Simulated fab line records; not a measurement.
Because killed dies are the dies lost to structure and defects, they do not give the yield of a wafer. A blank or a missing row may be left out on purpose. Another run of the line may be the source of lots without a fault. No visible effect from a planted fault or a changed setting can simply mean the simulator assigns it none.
fab line records | flow sfqLine
record lots=7 wafers=21 lastDay=91
route steps=325 shown M6@255 I6@266 M7@281 I7@296 M8@325
lots that met no fault: taken from a fault-free run of the same line
startH: the number of hours between the record's first day and the start of the first shown wafer of the lot | waitH: hours elapsed since this lot's preceding step | " the same as in the row above | L1.1+2: a single row standing in for several wafers | - either no value or no given start | * or withheld: withheld | < > ~ a bound
route shown NAME@n: NAME is a module with steps in the file, n the number in the route of the first one | usual: mean and standard deviation over wafers with no fault | same: alike in all rows | chamber/n: place in a boat | sites: each site's reading | _std_site: standard deviation of those values | _edge_site: mean of outer sites minus mean of inner sites | radiusMm: for every site, how far away it sits from the centre of the wafer | mask NAME#n: copy n | behind: the most recent tool/chamber to have shaped the wafer | hold: cause of the lot's hold/its duration in hours/its outcome | device: transistor that didn't switch, given as n, p or np | end of line: at the end of the route, the tests of the same wafers | for a step that has no rows: nothing shown but its recipe | killed: the dies lost at the first sort to structure and to defects; this is not the yield of the wafer | map: the dies of a wafer, with x for killed, . for not killed, _ for no die there
set.NAME: the setting that was run; set.NAME@STEP: the one run at that earlier step | model.NAME: the simulator's own value behind a step, which no gauge read
lots seen at some steps along the route; tables by step, rows by wafer
services: the hour from which a tool's chamber was out of use, counted from the record's first day as startH (under 0 if before that day), plus the number of hours and why
## steps
# step SFQ_TRILAYER_M6_LITHO_COAT_164
# recipe resist=BARC spinRpm=3000 resistThkNm=62
# step SFQ_TRILAYER_M6_LITHO_COAT_159
# recipe resist=KrF spinRpm=3000 resistThkNm=600
# step SFQ_TRILAYER_M6_LITHO_SOFTBAKE_163
# recipe tempC=withheld timeS=withheld resist=KrF
# step SFQ_TRILAYER_M6_LITHO_EXPOSE_160
# recipe maskId=M6 na=0.6 sourceShape=conventional sigmaOuter=0.65 targetCdNm=500 doseMj=14.4
# step SFQ_TRILAYER_M6_LITHO_PEB_162
# recipe pebTempC=115 pebTimeS=60 resist=KrF
# step SFQ_TRILAYER_M6_LITHO_DEVELOP_161
# recipe timeS=60 resist=KrF
# step SFQ_M6_OVL_MEAS_940
# usual M6_OVL=1/5
# columns lot.wafer tool chamber startH waitH M6_OVL[nm]
L740.1 overlay-02 - 1759.11 0.1 1
L740.2 " - " " 6
L740.3 " - " " 2
L742.1 overlay-02 - 1788.13 0.1 -2
L742.2 " - " " 5
L742.4 " - " " 9
L743.4 overlay-02 - 1796.35 0.1 1
L743.5 " - " " 0
L743.6 " - " " -4
L749.1 overlay-02 - 1841.86 0.1 2
L749.2 " - " " 3
L749.4 " - " " 5
L752.2 overlay-02 - 1847.87 0.1 7
L752.3 " - " " -1
L752.4 " - " " 9
L754.1 overlay-01 - 1891.16 0.1 3
L754.2 " - " " 0
L754.6 " - " " -2
L760.1 overlay-01 - 1903.16 0.1 -2
L760.3 " - " " -7
L760.6 " - " " 0
# step SFQ_TRILAYER_M6_BARC_OPEN_METAL_ETCH_206
# recipe maskMaterial=PR chemistry=O2 targetDepthNm=125 target=BARC icpW=600 biasW=80 pressureMtorr=10 timeS=41.7
# step SFQ_TRILAYER_M6_ETCH_METAL_ETCH_162
# recipe target=Nb stopOn=SiO2 maskMaterial=PR chemistry=Cl2/Ar targetDepthNm=240 icpW=600 biasW=80 pressureMtorr=10 timeS=120
# usual drypumpMotorCurrentA=5.9/0.34 oesProductAu=0.892/0.0066
# same timeS=120
# columns lot.wafer tool chamber startH waitH drypumpMotorCurrentA oesProductAu rfHoursCounterH
L740.1 rieMetal-01 1 1759.21 0.0 5.6 0.892 102
L740.2 " 0 " " 5.4 0.891 40
L740.3 " 1 " " 5.6 0.896 -
L742.1 rieMetal-02 0 1788.22 0.0 6.1 0.889 103
L742.2 " 1 " " 5.6 0.895 51
L742.4 " 1 " " 5.6 0.891 -
L743.4 rieMetal-03 0 1796.47 0.1 6.4 0.895 -
L743.5 " 0 " " 6.4 0.893 -
L743.6 " 1 " " 6.1 0.901 -
L749.1 rieMetal-01 0 1841.96 0.0 5.3 0.886 55
L749.2 " 1 " " 5.6 0.898 117
L749.4 " 1 " " 5.6 0.899 -
L752.2 rieMetal-03 0 1847.96 0.0 6.4 0.895 106
L752.3 " 0 " " 6.4 0.894 -
L752.4 " 1 " " 6.1 0.889 -
L754.1 rieMetal-03 0 1891.26 0.0 6.4 0.890 114
L754.2 " 1 " " 6.0 0.891 107
L754.6 " 0 " " 6.4 0.897 -
L760.1 rieMetal-03 1 1903.26 0.0 6.0 0.888 109
L760.3 " 1 " " 6.0 0.891 -
L760.6 " 1 " " 6.0 0.885 -
# step SFQ_TRILAYER_M6_STRIP_STRIP_163
# recipe gas=O2 powerW=200 platenTempC=40 overashFraction=0.65 chemistry=O2 pressureMtorr=50
# step SFQ_TRILAYER_M6_STRIP_SOLV_CLEAN_164
# recipe chemistry=NMP tempC=70 timeS=600
# step SFQ_TRILAYER_I6_DEP_PECVD_165
# recipe material=SiO2 tempC=150 timeS=111.11 pressureTorr=2.4 rfW=183.3 precursor=SiH4/N2O targetThkNm=500
# usual heaterPowerW=90/12 throttleValvePct=24.9/1.2
# same timeS=111.11
# columns lot.wafer tool chamber startH waitH heaterPowerW throttleValvePct
L740.1 pecvd-04 0 1760.11 0.0 94 23.4
L740.2 " 1 " " 83 24.6
L740.3 " 2 " " 79 23.5
L742.1 pecvd-04 2 1789.12 0.0 87 23.7
L742.2 " 0 " " 84 23.2
L742.4 " 1 " " 76 24.2
L743.4 pecvd-02 2 1797.37 0.0 110 25.2
L743.5 " 1 " " 82 25.3
L743.6 " 0 " " 86 23.8
L749.1 pecvd-02 2 1842.86 0.0 101 25.2
L749.2 " 1 " " 84 25.2
L749.4 " 1 " " 88 25.9
L752.2 pecvd-02 2 1848.86 0.0 99 25.4
L752.3 " 0 " " 92 23.7
L752.4 " 1 " " 78 25.3
L754.1 pecvd-02 2 1892.16 0.0 106 25.5
L754.2 " 1 " " 88 25.4
L754.6 " 1 " " 87 25.1
L760.1 pecvd-04 1 1904.16 0.0 78 24.8
L760.3 " 2 " " 86 24.0
L760.6 " 1 " " 81 24.7
# step SFQ_TRILAYER_I6_CMP_CMP_166
# recipe material=SiO2 downForcePsi=3 platenRpm=60 padVelocityMS=0.94248
# usual motorCurrentA=9.8/0.82 timeToEndpointS=211/5.9
# columns lot.wafer tool chamber startH waitH motorCurrentA timeToEndpointS model.SiO2_of_TRILAYER_I6_DEP_PECVD_165.thkNm
L740.2 cmp-02 0 1760.19 0.0 9.8 220 200.2
L740.3 " 2 1761.19 1.0 10.2 275 303.6
L740.1 " 3 " " 10.6 210 200.9
L742.2 cmp-02 1 1789.76 0.6 10.5 209 199.7
L742.4 " 2 " " 9.7 280 305.6
L742.1 " 0 1791.26 2.1 9.7 202 198.9
L743.4 cmp-02 2 1797.90 0.5 10.3 281 305.5
L743.6 " 1 1799.40 2.0 10.4 280 304.9
L743.5 " 2 " " 10.3 212 200.6
L749.4 cmp-01 1 1846.68 3.7 8.8 214 199.8
L749.2 " 2 " " 10.1 203 198.7
L749.1 " 3 " " 10.6 201 197.8
L752.2 cmp-02 1 1850.22 1.3 11.0 214 198.8
L752.4 " 2 " " 10.0 219 200
L752.3 " 0 1851.72 2.8 10.3 208 199.6
L754.2 cmp-02 0 1892.74 0.5 9.8 210 198.2
L754.1 " 2 1893.74 1.5 9.5 208 197.9
L754.6 " 3 " " 11.3 220 198.4
L760.1 cmp-02 2 1908.84 4.6 10.0 205 199.6
L760.3 " 3 " " 11.4 211 201.6
L760.6 " 1 1910.34 6.1 10.6 216 199.8
# step SFQ_I6_BOW_MEAS_941
# recipe mode=bow
# usual I6_BOW=7/10
# columns lot.wafer tool chamber startH waitH I6_BOW[um]
L740.1 filmMetro-01 - 1763.19 1.0 18
L740.2 " - " " 23
L740.3 " - " " 16
L742.1 filmMetro-01 - 1792.76 1.0 12
L742.2 " - " " 14
L742.4 " - " " 6
L743.4 filmMetro-02 - 1800.46 2.1 3
L743.5 " - " " 8
L743.6 " - " " 13
L749.1 filmMetro-03 - 1849.18 1.0 4
L749.2 " - " " 13
L749.4 " - " " 17
L752.2 filmMetro-01 - 1853.24 2.5 7
L752.3 " - " " -2
L752.4 " - " " 6
L754.1 filmMetro-01 - 1895.24 1.0 -5
L754.2 " - " " 8
L754.6 " - " " 4
L760.1 filmMetro-01 - 1910.84 1.5 16
L760.3 " - " " 7
L760.6 " - " " 7
# step SFQ_TRILAYER_I6_METRO_MEASURE_167
# usual thkNm=199.5/1
# columns lot.wafer tool chamber startH waitH thkNm
L740.1 filmMetro-01 - 1763.31 0.1 201.0
L740.2 " - " " 200.2
L740.3 " - " " 303.6
L742.1 filmMetro-01 - 1792.88 0.1 199.1
L742.2 " - " " 199.6
L742.4 " - " " 305.4
L743.4 filmMetro-02 - 1801.12 0.6 305.4
L743.5 " - " " 200.6
L743.6 " - " " 305.0
L749.1 filmMetro-03 - 1849.30 0.1 197.9
L749.2 " - " " 198.7
L749.4 " - " " 200.0
L752.2 filmMetro-01 - 1853.54 0.3 198.9
L752.3 " - " " 199.4
L752.4 " - " " 200.1
L754.1 filmMetro-01 - 1895.36 0.1 197.9
L754.2 " - " " 198.1
L754.6 " - " " 198.3
L760.1 filmMetro-01 - 1910.96 0.1 199.5
L760.3 " - " " 201.6
L760.6 " - " " 199.9
# step SFQ_TRILAYER_I6_VIA_LITHO_COAT_174
# recipe resist=BARC spinRpm=3000 resistThkNm=62
# step SFQ_TRILAYER_I6_VIA_LITHO_COAT_169
# recipe resist=KrF spinRpm=3000 resistThkNm=650
# step SFQ_TRILAYER_I6_VIA_LITHO_SOFTBAKE_173
# recipe tempC=withheld timeS=withheld resist=KrF
# step SFQ_TRILAYER_I6_VIA_LITHO_EXPOSE_170
# recipe maskId=I6 na=0.6 sourceShape=conventional sigmaOuter=0.65 targetCdNm=700 doseMj=21.3
# step SFQ_TRILAYER_I6_VIA_LITHO_PEB_172
# recipe pebTempC=115 pebTimeS=60 resist=KrF
# step SFQ_TRILAYER_I6_VIA_LITHO_DEVELOP_171
# recipe timeS=60 resist=KrF
# step SFQ_I6_OVL_MEAS_942
# usual I6_OVL=-5/4.8
# columns lot.wafer tool chamber startH waitH I6_OVL[nm]
L740.1 overlay-01 - 1870.66 0.1 0
L740.2 " - " " 3
L740.3 " - " " -3
L742.1 overlay-02 - 1901.26 0.1 -2
L742.2 " - " " 0
L742.4 " - " " 3
L743.4 overlay-02 - 1904.88 0.1 -1
L743.5 " - " " 0
L743.6 " - " " 8
L749.1 overlay-01 - 1939.66 0.1 2
L749.2 " - " " -13
L749.4 " - " " -6
L752.2 overlay-01 - 1944.47 0.1 -7
L752.3 " - " " -10
L752.4 " - " " -3
L754.1 overlay-01 - 1984.06 0.1 -12
L754.2 " - " " -4
L754.6 " - " " 0
L760.1 overlay-01 - 1997.26 0.1 -10
L760.3 " - " " -8
L760.6 " - " " -12
# step SFQ_TRILAYER_I6_VIA_BARC_OPEN_VIA_ETCH_235
# recipe maskMaterial=PR chemistry=O2 targetDepthNm=125 target=BARC sourceW=500 biasW=80 pressureMtorr=30 timeS=41.7
# usual drypumpMotorCurrentA=5.7/0.39 oesProductAu=0.685/0.0046
# same timeS=41.7
# columns lot.wafer tool chamber startH waitH drypumpMotorCurrentA oesProductAu rfHoursCounterH
L740.1 rieDiel-02 3 1870.70 0.0 6.2 0.682 14
L740.2 " 2 " " 5.9 0.687 5
L740.3 " 0 " " 5.9 0.682 4
L742.1 rieDiel-02 0 1901.30 0.0 5.9 0.683 5
L742.2 " 2 " " 5.9 0.676 6
L742.4 " 1 " " 5.1 0.683 0
L743.4 rieDiel-01 0 1904.90 0.0 6.3 0.685 7
L743.5 " 0 " " 6.3 0.689 -
L743.6 " 1 " " 5.4 0.675 -
L749.1 rieDiel-02 2 1939.70 0.0 5.9 0.692 7
L749.2 " 0 " " 5.9 0.682 6
L749.4 " 2 " " 5.9 0.684 -
L752.2 rieDiel-03 2 1944.50 0.0 4.7 0.690 6
L752.3 " 3 " " 5.7 0.679 14
L752.4 " 1 " " 5.6 0.682 15
L754.1 rieDiel-03 0 1984.10 0.0 5.5 0.688 3
L754.2 " 3 " " 5.7 0.689 15
L754.6 " 2 " " 4.7 0.679 -
L760.1 rieDiel-01 0 1997.30 0.0 6.2 0.685 9
L760.3 " 3 " " 5.4 0.683 12
L760.6 " 1 " " 5.4 0.683 -
# step SFQ_TRILAYER_I6_VIA_ETCH_VIA_ETCH_172
# recipe target=SiO2 stopOn=Nb maskMaterial=PR taperDeg=20 chemistry=CHF3 targetDepthNm=260 sourceW=500 biasW=80 pressureMtorr=30 timeS=withheld
# usual drypumpMotorCurrentA=5.7/0.4 oesProductAu=0.853/0.0057
# columns lot.wafer tool chamber startH waitH drypumpMotorCurrentA oesProductAu model.etch.depthNm model.I6.featureDepthNm
L740.1 rieDiel-02 3 1870.74 0.0 6.2 0.867 200.9 200.9
L740.2 " 2 " " 5.9 0.850 200.2 200.2
L740.3 " 0 " " 6.0 0.987 255.4 255.4
L742.1 rieDiel-02 0 1901.34 0.0 6.0 0.856 198.9 198.9
L742.2 " 2 " " 5.9 0.862 199.7 199.7
L742.4 " 1 " " 5.1 0.998 258.1 258.1
L743.4 rieDiel-01 0 1904.94 0.0 6.3 0.992 260.1 260.1
L743.5 " 0 " " 6.3 0.856 200.6 200.6
L743.6 " 1 " " 5.4 0.999 261.4 261.4
L749.1 rieDiel-02 2 1939.74 0.0 5.9 0.854 197.8 197.8
L749.2 " 0 " " 6.0 0.846 198.7 198.7
L749.4 " 2 " " 5.9 0.858 199.8 199.8
L752.2 rieDiel-03 2 1944.54 0.0 4.7 0.854 198.8 198.8
L752.3 " 3 " " 5.8 0.852 199.6 199.6
L752.4 " 1 " " 5.6 0.847 200 200
L754.1 rieDiel-03 0 1984.14 0.0 5.6 0.853 197.9 197.9
L754.2 " 3 " " 5.7 0.848 198.2 198.2
L754.6 " 2 " " 4.7 0.848 198.4 198.4
L760.1 rieDiel-01 0 1997.34 0.0 6.3 0.865 199.6 199.6
L760.3 " 3 " " 5.4 0.854 201.6 201.6
L760.6 " 1 " " 5.4 0.854 199.8 199.8
# step SFQ_TRILAYER_I6_VIA_STRIP_STRIP_173
# recipe gas=O2 powerW=200 platenTempC=40 overashFraction=0.65 chemistry=O2 pressureMtorr=50
# usual drypumpMotorCurrentA=6.2/0.46 oesProductAu=1.004/0.0086
# columns lot.wafer tool chamber startH waitH drypumpMotorCurrentA oesProductAu rfHoursCounterH
L740.1 rieMetal-04 0 1870.85 - 6.5 1.000 59
L740.2 " 1 " " 6.7 1.004 68
L740.3 " 0 " " 6.5 1.005 -
L742.1 rieMetal-04 1 1901.45 - 6.7 1.010 72
L742.2 " 0 " " 6.4 1.005 62
L742.4 " 0 " " 6.5 1.003 -
L743.4 rieMetal-01 1 1905.25 - 5.6 0.999 -
L743.5 " 0 " " 5.4 0.995 -
L743.6 " 1 " " 5.6 1.006 -
L749.1 rieMetal-03 1 1939.85 - 6.1 1.006 115
L749.2 " 0 " " 6.3 1.020 122
L749.4 " 0 " " 6.4 1.004 -
L752.2 rieMetal-03 0 1944.65 - 6.4 1.005 123
L752.3 " 1 " " 6.0 1.018 -
L752.4 " 0 " " 6.3 1.006 -
L754.1 rieMetal-03 1 1984.25 - 6.0 0.999 124
L754.2 " 0 " " 6.3 1.007 131
L754.6 " 0 " " 6.3 1.008 -
L760.1 rieMetal-04 0 1997.45 - 6.5 1.013 78
L760.3 " 1 " " 6.6 1.007 -
L760.6 " 1 " " 6.6 1.017 -
# step SFQ_TRILAYER_I6_VIA_STRIP_SOLV_CLEAN_174
# recipe chemistry=NMP tempC=70 timeS=600
# step SFQ_TRILAYER_M7_DEP_PRE_CLEAN_176
# recipe gas=Ar timeS=22.5 biasV=250
# usual biasV=249.9/2.7
# same timeS=22.5
# columns lot.wafer tool chamber startH waitH biasV model.SiO2_of_TRILAYER_I6_DEP_PECVD_165.thkNm
L740.1 pvdSputter-06 - 1871.63 0.0 252.0 193.4
L740.2 " - " " 253.4 192.8
L740.3 " - " " 255.9 296.1
L742.1 pvdSputter-04 - 1902.22 0.0 250.9 191.4
L742.2 " - " " 250.0 192.2
L742.4 " - " " 251.4 298.1
L743.4 pvdSputter-05 - 1905.82 0.0 250.9 298
L743.5 " - " " 251.7 193.1
L743.6 " - " " 250.9 297.4
L749.1 pvdSputter-05 - 1940.62 0.0 252.8 190.3
L749.2 " - " " 241.6 191.2
L749.4 " - " " 250.9 192.3
L752.2 pvdSputter-05 - 1945.42 0.0 248.4 191.3
L752.3 " - " " 245.9 192.1
L752.4 " - " " 253.9 192.5
L754.1 pvdSputter-05 - 1985.04 0.0 248.3 190.4
L754.2 " - " " 247.2 190.7
L754.6 " - " " 251.2 190.9
L760.1 pvdSputter-04 - 1998.22 0.0 252.9 192.1
L760.3 " - " " 250.5 194.1
L760.6 " - " " 249.2 192.3
# step SFQ_TRILAYER_M7_DEP_SPUTTER_175
# recipe material=Nb basePressurePa=1.33e-06 chamberPressurePa=0.1333 substrateTempC=20 targetThkNm=200 powerW=2000 timeS=133.3
# usual throttleValvePct=30.1/0.83
# same timeS=133.3
# columns lot.wafer tool chamber startH waitH throttleValvePct
L740.1 pvdSputter-06 - 1871.66 0.0 30.0
L740.2 " - " " 30.1
L740.3 " - " " 30.4
L742.1 pvdSputter-04 - 1902.25 0.0 31.6
L742.2 " - " " 31.3
L742.4 " - " " 29.4
L743.4 pvdSputter-05 - 1905.85 0.0 29.0
L743.5 " - " " 30.0
L743.6 " - " " 29.1
L749.1 pvdSputter-05 - 1940.65 0.0 29.6
L749.2 " - " " 29.5
L749.4 " - " " 30.0
L752.2 pvdSputter-05 - 1945.45 0.0 29.9
L752.3 " - " " 29.5
L752.4 " - " " 29.9
L754.1 pvdSputter-05 - 1985.07 0.0 29.2
L754.2 " - " " 29.6
L754.6 " - " " 28.9
L760.1 pvdSputter-04 - 1998.25 0.0 30.6
L760.3 " - " " 29.9
L760.6 " - " " 30.8
# step SFQ_M7_RS_MEAS_943
# recipe thkMeasGauge=four-point-probe reads=Nb_of_TRILAYER_M7_DEP_SPUTTER_175
# usual M7_NB_RS=0.885/0.011
# columns lot.wafer tool chamber startH waitH M7_NB_RS[ohm/sq]
L740.1 filmMetro-02 - 1871.75 0.0 0.892
L740.2 " - " " 0.886
L740.3 " - " " 0.892
L742.1 filmMetro-04 - 1902.34 0.0 0.886
L742.2 " - " " 0.880
L742.4 " - " " 0.876
L743.4 filmMetro-04 - 1906.00 0.1 0.897
L743.5 " - " " 0.889
L743.6 " - " " 0.901
L749.1 filmMetro-03 - 1940.74 0.0 0.900
L749.2 " - " " 0.897
L749.4 " - " " 0.892
L752.2 filmMetro-03 - 1945.56 0.1 0.884
L752.3 " - " " 0.890
L752.4 " - " " 0.879
L754.1 filmMetro-03 - 1985.16 0.0 0.885
L754.2 " - " " 0.890
L754.6 " - " " 0.882
L760.1 filmMetro-02 - 1998.34 0.0 0.897
L760.3 " - " " 0.884
L760.6 " - " " 0.886
# step SFQ_TRILAYER_M7_LITHO_COAT_182
# recipe resist=BARC spinRpm=3000 resistThkNm=62
# step SFQ_TRILAYER_M7_LITHO_COAT_177
# recipe resist=KrF spinRpm=3000 resistThkNm=600
# step SFQ_TRILAYER_M7_LITHO_SOFTBAKE_181
# recipe tempC=withheld timeS=withheld resist=KrF
# step SFQ_TRILAYER_M7_LITHO_EXPOSE_178
# recipe maskId=M7 na=0.6 sourceShape=conventional sigmaOuter=0.65 targetCdNm=500 doseMj=14.4
# step SFQ_TRILAYER_M7_LITHO_PEB_180
# recipe pebTempC=115 pebTimeS=60 resist=KrF
# step SFQ_TRILAYER_M7_LITHO_DEVELOP_179
# recipe timeS=60 resist=KrF
# step SFQ_M7_OVL_MEAS_945
# usual M7_OVL=1/5.3
# columns lot.wafer tool chamber startH waitH M7_OVL[nm]
L740.1 overlay-02 - 1894.76 0.1 -1
L740.2 " - " " 2
L740.3 " - " " 2
L742.1 overlay-01 - 1910.36 0.1 -4
L742.2 " - " " -7
L742.4 " - " " -2
L743.4 overlay-01 - 1913.98 0.1 -2
L743.5 " - " " -4
L743.6 " - " " -1
L749.1 overlay-02 - 1943.79 0.1 -2
L749.2 " - " " -1
L749.4 " - " " 0
L752.2 overlay-02 - 1948.60 0.1 1
L752.3 " - " " -3
L752.4 " - " " -7
L754.1 overlay-02 - 1989.62 0.1 3
L754.2 " - " " 3
L754.6 " - " " -4
L760.1 overlay-02 - 2001.76 0.1 -5
L760.3 " - " " -1
L760.6 " - " " 1
# step SFQ_TRILAYER_M7_BARC_OPEN_METAL_ETCH_229
# recipe maskMaterial=PR chemistry=O2 targetDepthNm=125 target=BARC icpW=600 biasW=80 pressureMtorr=10 timeS=41.7
# step SFQ_TRILAYER_M7_ETCH_METAL_ETCH_180
# recipe target=Nb stopOn=SiO2 maskMaterial=PR chemistry=Cl2/Ar targetDepthNm=240 icpW=600 biasW=80 pressureMtorr=10 timeS=120
# step SFQ_TRILAYER_M7_STRIP_STRIP_181
# recipe gas=O2 powerW=200 platenTempC=40 overashFraction=0.65 chemistry=O2 pressureMtorr=50
# step SFQ_TRILAYER_M7_STRIP_SOLV_CLEAN_182
# recipe chemistry=NMP tempC=70 timeS=600
# step SFQ_TRILAYER_I7_DEP_PECVD_183
# recipe material=SiO2 tempC=150 timeS=111.11 pressureTorr=2.4 rfW=183.3 precursor=SiH4/N2O targetThkNm=500
# step SFQ_M8_BOW_MEAS_951
# recipe mode=bow
# usual M8_BOW=9/9.5
# columns lot.wafer tool chamber startH waitH M8_BOW[um] model.etest.i6.linkOhm
L740.1 filmMetro-04 - 1994.35 0.0 22 1.882
L740.2 " - " " 26 1.862
L740.3 " - " " 20 1e+06
L742.1 filmMetro-02 - 2016.10 0.0 12 1.87
L742.2 " - " " 13 1.866
L742.4 " - " " 5 1e+06
L743.4 filmMetro-04 - 2108.26 0.1 2 1e+06
L743.5 " - " " 8 1.869
L743.6 " - " " 11 1e+06
L749.1 filmMetro-04 - 2138.20 0.0 4 1.893
L749.2 " - " " 13 1.872
L749.4 " - " " 18 1.871
L752.2 filmMetro-04 - 2146.62 0.0 6 1.872
L752.3 " - " " -3 1.875
L752.4 " - " " 4 1.873
L754.1 filmMetro-04 - 2172.71 0.0 -5 1.863
L754.2 " - " " 11 1.87
L754.6 " - " " 6 1.866
L760.1 filmMetro-02 - 2182.31 0.0 18 1.894
L760.3 " - " " 8 1.872
L760.6 " - " " 9 1.87
## services
# columns tool chamber startH hours kind
rieDiel-02 1 1736.06 1.7 repair
cmp-02 - 1745.62 1.3 repair
rieDiel-01 2 1747.34 10.9 repair
filmMetro-01 - 1752.34 0.2 pm
pecvd-02 0 1756.76 19.5 repair
rieDiel-03 3 1757.79 6.9 repair
pecvd-02 - 1772.33 1.7 repair
rieDiel-01 1 1774.38 4.6 repair
rieDiel-02 2 1793.02 4.3 repair
cmp-02 - 1804.18 4.4 pm
pvdSputter-05 - 1812.41 8.0 repair
rieDiel-02 - 1828.77 0.7 repair
filmMetro-01 - 1832.90 0.8 pm
pvdSputter-05 - 1847.08 5.4 repair
cmp-02 - 1856.22 7.2 pm
cmp-02 - 1872.40 1.5 repair
pvdSputter-05 - 1883.99 8.1 repair
rieDiel-02 1 1884.70 3.0 repair
filmMetro-01 - 1888.59 0.5 pm
rieDiel-02 1 1929.05 21.4 repair
pvdSputter-05 - 1937.86 2.5 repair
cmp-02 - 1952.89 4.0 pm
pvdSputter-05 - 1961.09 7.1 repair
filmMetro-01 - 1997.93 1.4 pm
## key
firstSign step=SFQ_TRILAYER_I6_CMP_CMP_166 reading=timeToEndpointS direction=up sigmas=12 usual=* struck=*
effect step=SFQ_TRILAYER_I6_METRO_MEASURE_167 reading=thkNm direction=up sigmas=99+ usual=199.5 struck=304.9
effect step=SFQ_TRILAYER_I6_VIA_ETCH_VIA_ETCH_172 reading=oesProductAu direction=up sigmas=25 usual=0.853 struck=0.994
modelEffect step=SFQ_TRILAYER_I6_CMP_CMP_166 value=SiO2_of_TRILAYER_I6_DEP_PECVD_165.thkNm without=199.9 struck=304.9
modelEffect step=SFQ_TRILAYER_I6_VIA_ETCH_VIA_ETCH_172 value=etch.depthNm without=199.9 struck=258.8
modelEffect step=SFQ_TRILAYER_M7_DEP_PRE_CLEAN_176 value=SiO2_of_TRILAYER_I6_DEP_PECVD_165.thkNm without=192.4 struck=297.4
modelEffect step=SFQ_M8_BOW_MEAS_951 value=etest.i6.linkOhm without=1.872 struck=1e+06
metAt SFQ_TRILAYER_I6_CMP_CMP_166
struckWafers L740.3,L742.4,L743.4,L743.6
fault kind=processParameterDrift tool=cmp-02 chamber=- onsetH=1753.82 steps=SFQ_TRILAYER_I6_CMP_CMP_166 channel=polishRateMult offset=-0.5 shape=step endH=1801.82 scope=struckWafersOnly
